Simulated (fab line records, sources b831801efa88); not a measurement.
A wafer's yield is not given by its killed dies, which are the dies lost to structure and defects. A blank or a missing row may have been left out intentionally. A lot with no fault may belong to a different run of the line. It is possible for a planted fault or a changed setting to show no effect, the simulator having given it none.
Which tool was responsible?	flow sky130	18 wafers from 6 lots sampled at 4 of the route's 708 steps

WHAT EACH GAUGE READ, for each wafer
SKY_VIA1_THK_MEAS_01.
lot	measured	on	VIA1_HDPCVD_THK (nm)
L431	day 33 08:47	film-metro-01	1020 1024 1029
L435	day 34 12:28	film-metro-01	1055 1025 1016
L437	day 35 19:40	film-metro-02	1036 1030 1010
L441	day 36 23:42	film-metro-02	818 1020 1031
L445	day 37 22:32	film-metro-04	1035 1017 1001
L452	day 39 22:32	film-metro-01	1033 1041 1045

WHICH TOOL RAN EACH LOT (tool, then ch and the chambers of the sampled wafers, then the start)
lot	SKY_CONTACT_CVD_24	SKY_METAL1_SPUTTER_04	SKY_VIA1_HDPCVD_00
L431	cvd-w-02 ch 0,1, day 32 03:43	pvd-sputter-04, day 32 04:23	hdpcvd-01 ch 0,1, day 33 08:40
L435	cvd-w-01 ch 0,1, day 33 07:05	pvd-sputter-02, day 33 07:46	hdpcvd-02 ch 0,1,2, day 34 12:21
L437	cvd-w-01 ch 1, day 34 13:55	pvd-sputter-01, day 34 14:43	hdpcvd-01 ch 1,2, day 35 19:33
L441	cvd-w-01 ch 0, day 35 19:20	pvd-sputter-02, day 35 20:01	hdpcvd-01 ch 0,2, day 36 23:35
L445	cvd-w-02 ch 0,1, day 36 18:37	pvd-sputter-02, day 36 19:18	hdpcvd-02 ch 0,1,2, day 37 22:25
L452	cvd-w-02 ch 0,1, day 38 20:13	pvd-sputter-02, day 38 20:54	hdpcvd-01 ch 1,2, day 39 22:25
- SKY_CONTACT_CVD_24: deposits W, target thk 340 nm, time 102.12 s.
- SKY_METAL1_SPUTTER_04: material TiN, target thk 70 nm, time 58.3 s.
- SKY_VIA1_HDPCVD_00: deposits SiO2, target thk 1030 nm, time 171.7 s.

THE ANSWER, worked out from the rows above alone
Rule: what is usual is taken from the lots themselves. The widest of any qualifying gaps counts: lots, ordered by their means at a reading, are off when they make up no more than a third of the lots, leave a main group of 4 or more, and stand apart from it by 3 or more times the standard deviation of that group's means. Not used: any main group whose means are identical at the precision the tables above print for the reading. Also off: a lot with no number at a reading for which 4 or more lots have one. Any other lot the step has rows for is counted as sound.
Off: L441, seen at SKY_VIA1_THK_MEAS_01 (VIA1_HDPCVD_THK). Mean 1028 nm and standard deviation 7.5 in the main group.
A tool fits if, at a process step before that reading, it ran every lot that is off, and no sound lot after the first of them. Gauges at SKY_VIA1_THK_MEAS_01: tried the same way as those tools. Undecided on this evidence; 2 tools fit (cvd-w-01 at SKY_CONTACT_CVD_24, film-metro-02 at SKY_VIA1_THK_MEAS_01).

WHAT HAD BEEN PUT IN BY THE SIMULATOR
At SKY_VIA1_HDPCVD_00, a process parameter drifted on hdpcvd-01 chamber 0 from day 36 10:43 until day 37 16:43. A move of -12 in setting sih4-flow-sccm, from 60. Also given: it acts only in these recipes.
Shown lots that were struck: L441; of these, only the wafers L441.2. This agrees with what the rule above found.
